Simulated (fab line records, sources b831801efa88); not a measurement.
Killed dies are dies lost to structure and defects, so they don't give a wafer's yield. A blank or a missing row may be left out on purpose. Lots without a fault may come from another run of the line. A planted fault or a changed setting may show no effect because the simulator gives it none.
fab line records | flow sky130
record lots=5 wafers=23
route steps=708 shown SD_P@329 SD_N@352 LI_CONTACT@362 CONTACT@408 VIA1@472 METAL2@483
start_h: hours from the record's first day to the start of the lot's first wafer shown | wait_h: hours since the lot's step before | " the same as in the row above | L1.1+2: a row that stands for several wafers | - no value, or no start given | * or withheld: withheld | < > ~ a bound
route shown NAME@n: a module of which the file shows steps, and the number in the route of the first | usual: mean/standard deviation of fault-free wafers | same: alike in all rows | chamber/n: place in a boat | sites: the reading at each site | _std_site: their standard deviation | _edge_site: outer sites' mean less inner sites' | radius_mm: how far each site lies from the wafer's centre | mask NAME#n: copy n | behind: the tool/chamber that last shaped the wafer | hold: why the lot was held/for how many hours/how that ended | device: the transistor (n, p or np) that didn't switch | end of line: the same wafers' tests at the end of the route | a step without rows: its recipe alone | killed: dies lost to structure and defects at the first sort, not the wafer's yield | map: a wafer's dies, x killed, . not, _ none there
set.NAME: the setting as run; set.NAME@STEP: as run at that earlier step | model.NAME: the simulator's own value behind a step, which no gauge read
lots whose settings were changed on purpose; a table a step, a row a wafer
## steps
# step SKY_SD_P_IMPLANT_09
# recipe species=BF2 energy_kev=20 dose_cm2=3e+15 tilt_deg=0
# columns lot.wafer tool chamber start_h wait_h set.energy_kev model.implant.rp_nm model.implant.drp_nm
L074.1+3 implanter-04 0 619.64 0.0 18.96 16.01 9.387
L074.4+5+6 " 0 " " 20 16.69 9.746
L079.1+4 implanter-04 0 652.39 0.0 18.8 17.02 9.331
L079.3+5+6 " 0 " " 20 17.86 9.746
L081.2+3+4+5+6 implanter-01 0 664.82 0.0 20 17.38 9.746
L084.1+6 implanter-01 0 670.23 0.0 20.41 17.8 9.886
L084.2+4+5 " 0 " " 20 17.52 9.746
L085.2+3+6 implanter-01 0 685.51 0.0 20 17.41 9.746
# step SKY_SD_P_STRIP_10
# recipe chemistry=O2/N2 power_w=1400 pressure_mtorr=1500 platen_temp_c=withheld o2_flow_sccm=3000 n2_flow_sccm=300 overash_fraction=0.5
# usual strip_time_to_endpoint_s=17.47/0.039
# columns lot.wafer tool chamber start_h wait_h set.energy_kev@SD_P_IMPLANT_09 strip_time_to_endpoint_s
L074.1 plasma_asher-03 1 619.79 0.1 18.96 17.37
L074.3 " 1 " " 18.96 17.35
L074.4 " 0 " " 20 17.43
L074.5 " 1 " " 20 17.44
L074.6 " 0 " " 20 17.49
L079.1 plasma_asher-03 1 652.54 0.1 18.8 17.26
L079.3 " 1 " " 20 17.46
L079.4 " 0 " " 18.8 17.24
L079.5 " 1 " " 20 17.43
L079.6 " 0 " " 20 17.43
L081.2 plasma_asher-04 0 664.94 0.1 20 17.46
L081.3 " 0 " " 20 17.48
L081.4 " 1 " " 20 17.51
L081.5 " 0 " " 20 17.44
L081.6 " 1 " " 20 17.49
L084.1 plasma_asher-03 0 670.38 0.1 20.41 17.46
L084.2 " 1 " " 20 17.49
L084.4 " 1 " " 20 17.45
L084.5 " 0 " " 20 17.44
L084.6 " 1 " " 20.41 17.50
L085.2 plasma_asher-02 0 685.63 0.1 20 17.52
L085.3 " 1 " " 20 17.51
L085.6 " 1 " " 20 17.53
# step SKY_SD_N_IMPLANT_10
# recipe species=P energy_kev=20 dose_cm2=1e+14 tilt_deg=0
# columns lot.wafer tool chamber start_h wait_h set.energy_kev model.implant.drp_nm
L074.1+4+5 implanter-04 0 676.99 0.1 19.11 12.65
L074.3+6 " 0 " " 20 13
L079.1+3+4+5+6 implanter-01 0 708.15 0.1 20 13
L081.2+3+4+5+6 implanter-02 0 720.07 0.1 20 13
L084.1+2+6 implanter-04 0 726.13 0.1 20 13
L084.4+5 " 0 " " 20.81 13.31
L085.2+3+6 implanter-01 0 739.72 0.1 20 13
# step SKY_SD_N_STRIP_11
# recipe chemistry=O2/N2 power_w=1400 pressure_mtorr=1500 platen_temp_c=withheld o2_flow_sccm=3000 n2_flow_sccm=300 overash_fraction=0.5
# step SKY_SD_N_RS_MEAS_17
# recipe thk_meas_gauge=four-point-probe
# usual SD_P_RS=147.2/0.39
# columns lot.wafer tool chamber start_h wait_h set.energy_kev@SD_P_IMPLANT_09 SD_P_RS[ohm/sq]
L074.1 film_metro-02 - 677.65 0.1 18.96 150.9
L074.3 " - " " 18.96 151.0
L074.4 " - " " 20 147.3
L074.5 " - " " 20 147.3
L074.6 " - " " 20 147.1
L079.1 film_metro-04 - 708.80 0.1 18.8 151.2
L079.3 " - " " 20 147.4
L079.4 " - " " 18.8 151.4
L079.5 " - " " 20 147.3
L079.6 " - " " 20 147.1
L081.2 film_metro-02 - 720.77 0.1 20 146.9
L081.3 " - " " 20 146.8
L081.4 " - " " 20 146.7
L081.5 " - " " 20 146.4
L081.6 " - " " 20 147.1
L084.1 film_metro-02 - 726.86 0.1 20.41 145.7
L084.2 " - " " 20 147.0
L084.4 " - " " 20 146.9
L084.5 " - " " 20 146.9
L084.6 " - " " 20.41 145.6
L085.2 film_metro-04 - 740.37 0.1 20 147.6
L085.3 " - " " 20 147.5
L085.6 " - " " 20 147.3
# step SKY_LI_CONTACT_HDPCVD_00
# recipe material=PSG target_thk_nm=930 sigma_open_frac=0.3 time_s=155 temp_c=600 sih4_flow_sccm=60 pressure_mtorr=6
# columns lot.wafer tool chamber start_h wait_h set.time_s model.PSG_of_LI_CONTACT_HDPCVD_00.thk_nm
L074.1 hdpcvd-02 0 677.95 0.0 155 928.6
L074.3 " 2 " " 175.3 1045
L074.4 " 0 " " 175.3 1048
L074.5 " 1 " " 155 930.5
L074.6 " 2 " " 155 928.3
L079.1 hdpcvd-01 0 709.06 0.0 155 933.7
L079.3 " 1 " " 155 938.8
L079.4 " 1 " " 155 934
L079.5 " 0 " " 155 932.1
L079.6 " 2 " " 155 935.2
L081.2 hdpcvd-01 1 721.01 0.0 155 933.7
L081.3 " 0 " " 155 936.5
L081.4 " 0 " " 177.4 1059
L081.5 " 1 " " 177.4 1068
L081.6 " 2 " " 177.4 1080
L084.1 hdpcvd-01 1 727.12 0.0 164.8 996.1
L084.2 " 2 " " 164.8 987.6
L084.4 " 1 " " 155 940.2
L084.5 " 2 " " 164.8 991.7
L084.6 " 0 " " 155 935.9
L085.2 hdpcvd-01 2 740.60 0.0 155 935.5
L085.3 " 0 " " 155 936.7
L085.6 " 1 " " 155 943.3
# step SKY_LI_CONTACT_THK_MEAS_01
# recipe reads=PSG_of_LI_CONTACT_HDPCVD_00
# usual LI_CONTACT_HDPCVD_THK=937/7.6
# columns lot.wafer tool chamber start_h wait_h set.time_s@LI_CONTACT_HDPCVD_00 LI_CONTACT_HDPCVD_THK[nm]
L074.1 film_metro-02 - 678.05 0.1 155 928
L074.3 " - " " 175.3 1045
L074.4 " - " " 175.3 1048
L074.5 " - " " 155 930
L074.6 " - " " 155 929
L079.1 film_metro-03 - 709.16 0.1 155 934
L079.3 " - " " 155 938
L079.4 " - " " 155 934
L079.5 " - " " 155 932
L079.6 " - " " 155 935
L081.2 film_metro-02 - 721.12 0.1 155 934
L081.3 " - " " 155 937
L081.4 " - " " 177.4 1058
L081.5 " - " " 177.4 1069
L081.6 " - " " 177.4 1080
L084.1 film_metro-03 - 727.22 0.1 164.8 996
L084.2 " - " " 164.8 987
L084.4 " - " " 155 941
L084.5 " - " " 164.8 991
L084.6 " - " " 155 936
L085.2 film_metro-03 - 740.72 0.1 155 935
L085.3 " - " " 155 936
L085.6 " - " " 155 945
# step SKY_LI_CONTACT_ETCH_14
# recipe chemistry=N2/H2 target=BARC ion_energy_ev=200 source_w=500 bias_w=100 pressure_mtorr=30 n2_flow_sccm=100 h2_flow_sccm=200 stop_on=SiO2 time_s=45.9 target_depth_a=600
# usual oes_product_au=0.865/0.005
# columns lot.wafer tool chamber start_h wait_h set.time_s oes_product_au model.KrF-thick_of_LI_CONTACT_COAT_07.thk_nm
L074.1 rie_diel-03 2 706.16 0.0 39.56 0.946 400
L074.3 " 3 " " 45.9 0.864 393.9
L074.4 " 0 " " 39.56 0.937 399.5
L074.5 " 3 " " 45.9 0.866 394.5
L074.6 " 2 " " 39.56 0.943 400.2
L079.1 rie_diel-02 1 736.97 0.0 45.9 0.849 393.7
L079.3 " 2 " " 48.16 0.852 390.4
L079.4 " 0 " " 45.9 0.861 393.2
L079.5 " 0 " " 48.16 0.850 390.2
L079.6 " 1 " " 45.9 0.864 392.6
L081.2 rie_diel-03 1 748.43 0.0 45.9 0.851 394
L081.3 " 3 " " 45.9 0.865 394
L081.4 " 0 " " 45.9 0.869 392.9
L081.5 " 2 " " 45.9 0.871 392.6
L081.6 " 1 " " 45.9 0.869 393.3
L084.1 rie_diel-03 2 755.41 0.0 45.9 0.861 392.4
L084.2 " 1 " " 45.9 0.864 394.1
L084.4 " 3 " " 47.8 0.863 391.7
L084.5 " 3 " " 47.8 0.865 392.2
L084.6 " 0 " " 47.8 0.860 391.3
L085.2 rie_diel-03 3 768.19 0.0 45.9 0.871 392.3
L085.3 " 1 " " 45.9 0.859 394.4
L085.6 " 0 " " 45.9 0.869 389.9
# step SKY_LI_CONTACT_CMP_24
# recipe stop_on=PSG t_overpolish_s=20 down_force_psi=3.5 platen_rpm=60 target_thk_nm=0 pad_velocity_m_s=0.94248
# usual overpolish_run_s=19.998/0.01
# columns lot.wafer tool chamber start_h wait_h set.t_overpolish_s overpolish_run_s
L074.3 cmp-01 1 707.03 0.0 20 20.004
L074.4 " 3 " " 17.27 17.246
L074.1 " 0 " " 20 20.011
L074.5 " 1 " " 17.27 17.263
L074.6 " 2 " " 20 19.981
L079.4 cmp-01 2 738.09 0.3 23.11 23.096
L079.3 " 0 " " 20 19.990
L079.1 " 1 " " 23.11 23.103
L079.5 " 2 " " 23.11 23.104
L079.6 " 3 " " 20 19.998
L081.3 cmp-01 3 749.80 0.5 20 19.992
L081.4 " 0 " " 20 19.998
L081.2 " 2 " " 20 19.989
L081.5 " 3 " " 20 19.998
L081.6 " 0 " " 20 20.012
L084.1 cmp-02 1 756.28 0.1 15.46 15.470
L084.2 " 2 " " 20 19.980
L084.4 " 3 " " 20 19.999
L084.5 " 1 " " 20 20.003
L084.6 " 2 " " 15.46 15.456
L085.2 cmp-02 3 769.27 0.2 20 20.001
L085.3 " 0 " " 20 19.990
L085.6 " 3 " " 20 19.980
# step SKY_CONTACT_HDPCVD_02
# recipe material=SiO2 target_thk_nm=565 sigma_open_frac=0.3 time_s=94.2 temp_c=600 sih4_flow_sccm=60 pressure_mtorr=6
# columns lot.wafer tool chamber start_h wait_h set.sih4_flow_sccm model.SiO2_of_CONTACT_HDPCVD_02.thk_nm
L074.1 hdpcvd-01 0 736.09 0.1 51.71 493
L074.3 " 2 " " 60 565.4
L074.4 " 1 " " 60 569.8
L074.5 " 0 " " 60 562.8
L074.6 " 2 " " 51.71 495.1
L079.1 hdpcvd-02 0 766.98 0.1 60 568.6
L079.3 " 2 " " 60 561.4
L079.4 " 1 " " 60 569.5
L079.5 " 0 " " 60 564
L079.6 " 2 " " 60 558.1
L081.2 hdpcvd-02 1 778.09 0.0 60 572
L081.3 " 2 " " 60 562.2
L081.4 " 1 " " 51.17 486.4
L081.5 " 0 " " 51.17 498
L081.6 " 2 " " 60 569.1
L084.1 hdpcvd-02 1 784.59 0.1 60 570.7
L084.2 " 0 " " 62.39 602.3
L084.4 " 2 " " 62.39 586.2
L084.5 " 1 " " 60 576.9
L084.6 " 0 " " 60 574.5
L085.2 hdpcvd-02 1 797.80 0.0 60 569.1
L085.3 " 0 " " 60 573.9
L085.6 " 2 " " 60 557.4
# step SKY_CONTACT_THK_MEAS_03
# recipe reads=SiO2_of_CONTACT_HDPCVD_02
# usual CONTACT_HDPCVD_THK=567/6.7
# columns lot.wafer tool chamber start_h wait_h set.sih4_flow_sccm@CONTACT_HDPCVD_02 CONTACT_HDPCVD_THK[nm]
L074.1 film_metro-01 - 736.16 0.0 51.71 493
L074.3 " - " " 60 565
L074.4 " - " " 60 570
L074.5 " - " " 60 563
L074.6 " - " " 51.71 495
L079.1 film_metro-03 - 767.05 0.0 60 568
L079.3 " - " " 60 562
L079.4 " - " " 60 569
L079.5 " - " " 60 564
L079.6 " - " " 60 558
L081.2 film_metro-03 - 778.17 0.0 60 572
L081.3 " - " " 60 562
L081.4 " - " " 51.17 486
L081.5 " - " " 51.17 498
L081.6 " - " " 60 569
L084.1 film_metro-01 - 784.65 0.0 60 571
L084.2 " - " " 62.39 602
L084.4 " - " " 62.39 586
L084.5 " - " " 60 577
L084.6 " - " " 60 575
L085.2 film_metro-03 - 797.88 0.0 60 569
L085.3 " - " " 60 574
L085.6 " - " " 60 558
# step SKY_VIA1_ETCH_14
# recipe chemistry=N2/H2 target=BARC ion_energy_ev=200 source_w=500 bias_w=100 pressure_mtorr=30 n2_flow_sccm=100 h2_flow_sccm=200 stop_on=SiO2 time_s=45.9 target_depth_a=600
# usual oes_product_au=0.855/0.0047
# columns lot.wafer tool chamber start_h wait_h set.time_s oes_product_au model.KrF-thick_of_VIA1_COAT_07.thk_nm
L074.1 rie_diel-01 2 820.83 0.0 39.18 0.939 401.1
L074.3 " 3 " " 39.18 0.936 401
L074.4 " 1 " " 45.9 0.850 396.8
L074.5 " 0 " " 45.9 0.860 396
L074.6 " 3 " " 45.9 0.851 395.5
L079.1 rie_diel-02 2 849.43 0.0 45.9 0.851 391
L079.3 " 1 " " 43.26 0.885 394.4
L079.4 " 3 " " 45.9 0.854 391.6
L079.5 " 1 " " 43.26 0.883 395.3
L079.6 " 0 " " 43.26 0.885 395.9
L081.2 rie_diel-02 0 860.18 0.0 45.9 0.844 392.7
L081.3 " 1 " " 45.9 0.861 393.7
L081.4 " 2 " " 45.9 0.851 392.8
L081.5 " 1 " " 49.9 0.839 389.4
L081.6 " 0 " " 49.9 0.848 388.9
L084.1 rie_diel-04 0 865.93 0.0 45.9 0.854 394.2
L084.2 " 1 " " 49.8 0.840 389.1
L084.4 " 3 " " 45.9 0.845 392.8
L084.5 " 0 " " 49.8 0.837 391
L084.6 " 3 " " 45.9 0.861 394.2
L085.2 rie_diel-01 3 878.21 0.0 45.9 0.860 395.5
L085.3 " 2 " " 45.9 0.850 394.9
L085.6 " 0 " " 45.9 0.857 396
# step SKY_VIA1_ETCH_15
# recipe target=SiO2 chemistry=C4F8/O2/Ar target_depth_nm=351 stop_on=TiN mask_material=KrF-thick source_w=1500 bias_w=1200 pressure_mtorr=40 c4f8_flow_sccm=withheld O2_flow_sccm=6 Ar_flow_sccm=300 time_s=54
# columns lot.wafer tool chamber start_h wait_h set.time_s@VIA1_ETCH_14 model.KrF-thick_of_VIA1_COAT_07.thk_nm
L074.1 rie_diel-01 2 820.87 0.0 39.18 331.6
L074.3 " 3 " " 39.18 330.7
L074.4 " 1 " " 45.9 327.6
L074.5 " 0 " " 45.9 325.9
L074.6 " 3 " " 45.9 325.4
L079.1 rie_diel-02 2 849.47 0.0 45.9 321.3
L079.3 " 1 " " 43.26 324.8
L079.4 " 3 " " 45.9 320.4
L079.5 " 1 " " 43.26 326.4
L079.6 " 0 " " 43.26 326.5
L081.2 rie_diel-02 0 860.22 0.0 45.9 322.6
L081.3 " 1 " " 45.9 323.8
L081.4 " 2 " " 45.9 323.1
L081.5 " 1 " " 49.9 319.4
L081.6 " 0 " " 49.9 319.1
L084.1 rie_diel-04 0 865.97 0.0 45.9 324.2
L084.2 " 1 " " 49.8 318.2
L084.4 " 3 " " 45.9 321.6
L084.5 " 0 " " 49.8 321
L084.6 " 3 " " 45.9 322
L085.2 rie_diel-01 3 878.25 0.0 45.9 326.1
L085.3 " 2 " " 45.9 326.5
L085.6 " 0 " " 45.9 326.4
# step SKY_METAL2_SPUTTER_00
# recipe material=Ti target_thk_nm=15 power_w=3000 time_s=10 chamber_pressure_pa=0.4
# columns lot.wafer tool chamber start_h wait_h set.time_s model.Ti_of_METAL2_SPUTTER_00.thk_nm
L074.1 pvd_sputter-01 - 822.14 0.2 10 15.1
L074.3 " - " " 8.627 13.01
L074.4 " - " " 10 15.01
L074.5 " - " " 8.627 12.9
L074.6 " - " " 10 15.08
L079.1 pvd_sputter-01 - 850.75 0.1 11.35 16.98
L079.3 " - " " 10 15.05
L079.4 " - " " 10 15.1
L079.5 " - " " 11.35 16.95
L079.6 " - " " 11.35 17.16
L081.2 pvd_sputter-01 - 861.50 0.1 10 14.71
L081.3 " - " " 11.25 16.64
L081.4 " - " " 10 14.77
L081.5 " - " " 10 14.8
L081.6 " - " " 11.25 16.57
L084.1 pvd_sputter-01 - 867.25 0.2 10 15.49
L084.2 " - " " 10 15.31
L084.4 " - " " 10 15.38
L084.5 " - " " 10.51 15.99
L084.6 " - " " 10.51 16.09
L085.2 pvd_sputter-02 - 879.88 0.2 10 15.14
L085.3 " - " " 10 15.23
L085.6 " - " " 10 14.99
# step SKY_METAL2_EXPOSE_12
# recipe mask_id=MM2 na=0.8 source_shape=annular sigma_inner=0.55 sigma_outer=0.85 target_cd_nm=140 dose_mj=28
# columns lot.wafer tool chamber start_h wait_h mask set.dose_mj
L074.1+5 krf_scanner-02 0 - - MM2#0 28
L074.3+4+6 " 0 " " MM2#0 28.53
L079.1+3+6 krf_scanner-02 0 - - MM2#0 26.66
L079.4+5 " 0 " " MM2#0 28
L081.2+4+6 krf_scanner-01 0 - - MM2#0 28
L081.3+5 " 0 " " MM2#0 29.18
L084.1+6 krf_scanner-01 0 - - MM2#0 28
L084.2+4+5 " 0 " " MM2#0 27.35
L085.2+3+6 krf_scanner-02 0 - - MM2#0 28
# step SKY_METAL2_PEB_13
# recipe peb_temp_c=withheld peb_time_s=withheld resist=KrF-thick
# step SKY_METAL2_DEVELOP_14
# recipe develop_time_s=60 resist=KrF-thick dev_temp_c=21
# step SKY_METAL2_CD_MEAS_15
# recipe target_cd_nm=140
# usual cd_nm=139.9/1.3
# columns lot.wafer tool chamber start_h wait_h set.dose_mj@METAL2_EXPOSE_12 cd_nm
L074.1 cd_sem-01 - 848.14 - 28 139.8
L074.3 " - " " 28.53 134.7
L074.4 " - " " 28.53 134.0
L074.5 " - " " 28 139.1
L074.6 " - " " 28.53 135.2
L079.1 cd_sem-02 - 875.78 - 26.66 147.6
L079.3 " - " " 26.66 148.9
L079.4 " - " " 28 139.7
L079.5 " - " " 28 138.2
L079.6 " - " " 26.66 147.4
L081.2 cd_sem-01 - 887.43 - 28 140.2
L081.3 " - " " 29.18 131.0
L081.4 " - " " 28 137.9
L081.5 " - " " 29.18 131.5
L081.6 " - " " 28 140.2
L084.1 cd_sem-01 - 892.69 - 28 140.5
L084.2 " - " " 27.35 144.5
L084.4 " - " " 27.35 143.7
L084.5 " - " " 27.35 145.7
L084.6 " - " " 28 140.5
L085.2 cd_sem-01 - 905.15 - 28 140.0
L085.3 " - " " 28 140.3
L085.6 " - " " 28 142.1
# step SKY_METAL2_DESCUM_17
# recipe chemistry=O2 source_power_w=150 bias_power_w=0 pressure_mtorr=10 temp_c=40 time_s=8
# columns lot.wafer tool chamber start_h wait_h set.dose_mj@METAL2_EXPOSE_12 model.METAL2.cd_nm
L074.1 rie_metal-04 0 848.29 0.0 28 140.3
L074.3 " 0 " " 28.53 134.8
L074.4 " 1 " " 28.53 133.5
L074.5 " 0 " " 28 139.1
L074.6 " 1 " " 28.53 134.4
L079.1 rie_metal-04 1 875.93 0.0 26.66 147.5
L079.3 " 0 " " 26.66 150
L079.4 " 1 " " 28 139.6
L079.5 " 0 " " 28 139.2
L079.6 " 1 " " 26.66 147.3
L081.2 rie_metal-01 1 887.56 0.0 28 139.6
L081.3 " 1 " " 29.18 130.5
L081.4 " 0 " " 28 137.7
L081.5 " 1 " " 29.18 131
L081.6 " 0 " " 28 140
L084.1 rie_metal-03 0 892.84 0.0 28 140.7
L084.2 " 1 " " 27.35 144.2
L084.4 " 0 " " 27.35 143.8
L084.5 " 0 " " 27.35 146
L084.6 " 1 " " 28 140
L085.2 rie_metal-04 1 905.28 0.0 28 139.6
L085.3 " 0 " " 28 140.5
L085.6 " 0 " " 28 142
# step SKY_METAL2_ETCH_18
# recipe chemistry=N2/H2 target=BARC ion_energy_ev=200 bias_w=100 pressure_mtorr=30 n2_flow_sccm=100 h2_flow_sccm=200 icp_w=500 stop_on=SiO2 time_s=45.9 target_depth_a=600
# columns lot.wafer tool chamber start_h wait_h set.dose_mj@METAL2_EXPOSE_12 model.METAL2.cd_nm
L074.1 rie_metal-04 0 848.33 0.0 28 140.1
L074.3 " 0 " " 28.53 134.7
L074.4 " 1 " " 28.53 134.3
L074.5 " 0 " " 28 138.7
L074.6 " 1 " " 28.53 134.9
L079.1 rie_metal-04 1 875.96 0.0 26.66 148.3
L079.3 " 0 " " 26.66 149.6
L079.4 " 1 " " 28 140.4
L079.5 " 0 " " 28 138.4
L079.6 " 1 " " 26.66 148
L081.2 rie_metal-01 1 887.59 0.0 28 140.1
L081.3 " 1 " " 29.18 131.1
L081.4 " 0 " " 28 137.4
L081.5 " 1 " " 29.18 132
L081.6 " 0 " " 28 139.7
L084.1 rie_metal-03 0 892.88 0.0 28 142
L084.2 " 1 " " 27.35 144.7
L084.4 " 0 " " 27.35 145.2
L084.5 " 0 " " 27.35 147.1
L084.6 " 1 " " 28 140.5
L085.2 rie_metal-04 1 905.31 0.0 28 140.3
L085.3 " 0 " " 28 139.3
L085.6 " 0 " " 28 141.1
## key
split step=SKY_SD_P_IMPLANT_09 setting=energy_kev stated=20 by=wafer
response step=SKY_SD_P_IMPLANT_09 reading=model.implant.rp_nm change=+0.136 per=1% r=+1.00
response step=SKY_SD_P_IMPLANT_09 reading=model.implant.drp_nm change=+0.069 per=1% r=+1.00
response step=SKY_SD_P_STRIP_10 reading=strip_time_to_endpoint_s change=* per=1% r=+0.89
response step=SKY_SD_N_RS_MEAS_17 reading=SD_P_RS change=-0.684 per=1% r=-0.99
split step=SKY_SD_N_IMPLANT_10 setting=energy_kev stated=20 by=wafer
response step=SKY_SD_N_IMPLANT_10 reading=model.implant.drp_nm change=+0.0785 per=1% r=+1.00
split step=SKY_LI_CONTACT_HDPCVD_00 setting=time_s stated=155 by=wafer
response step=SKY_LI_CONTACT_HDPCVD_00 reading=model.PSG_of_LI_CONTACT_HDPCVD_00.thk_nm change=+9.07 per=1% r=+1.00
response step=SKY_LI_CONTACT_THK_MEAS_01 reading=LI_CONTACT_HDPCVD_THK change=+9.06 per=1% r=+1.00
split step=SKY_LI_CONTACT_ETCH_14 setting=time_s stated=45.9 by=wafer
response step=SKY_LI_CONTACT_ETCH_14 reading=oes_product_au change=-0.00471 per=1% r=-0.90
response step=SKY_LI_CONTACT_ETCH_14 reading=model.KrF-thick_of_LI_CONTACT_COAT_07.thk_nm change=-0.425 per=1% r=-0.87
split step=SKY_LI_CONTACT_CMP_24 setting=t_overpolish_s stated=20 by=wafer
response step=SKY_LI_CONTACT_CMP_24 reading=overpolish_run_s change=+0.2 per=1% r=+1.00
split step=SKY_CONTACT_HDPCVD_02 setting=sih4_flow_sccm stated=60 by=wafer
response step=SKY_CONTACT_HDPCVD_02 reading=model.SiO2_of_CONTACT_HDPCVD_02.thk_nm change=+5.17 per=1% r=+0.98
response step=SKY_CONTACT_THK_MEAS_03 reading=CONTACT_HDPCVD_THK change=+5.17 per=1% r=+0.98
split step=SKY_VIA1_ETCH_14 setting=time_s stated=45.9 by=wafer
response step=SKY_VIA1_ETCH_14 reading=oes_product_au change=-0.00408 per=1% r=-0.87
response step=SKY_VIA1_ETCH_14 reading=model.KrF-thick_of_VIA1_COAT_07.thk_nm change=-0.406 per=1% r=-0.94
response step=SKY_VIA1_ETCH_15 reading=model.KrF-thick_of_VIA1_COAT_07.thk_nm change=-0.402 per=1% r=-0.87
split step=SKY_METAL2_SPUTTER_00 setting=time_s stated=10 by=wafer
response step=SKY_METAL2_SPUTTER_00 reading=model.Ti_of_METAL2_SPUTTER_00.thk_nm change=+0.148 per=1% r=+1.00
split step=SKY_METAL2_EXPOSE_12 setting=dose_mj stated=28 by=wafer
response step=SKY_METAL2_CD_MEAS_15 reading=cd_nm change=-1.94 per=1% r=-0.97
response step=SKY_METAL2_DESCUM_17 reading=model.METAL2.cd_nm change=-1.98 per=1% r=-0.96
response step=SKY_METAL2_ETCH_18 reading=model.METAL2.cd_nm change=-1.92 per=1% r=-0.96
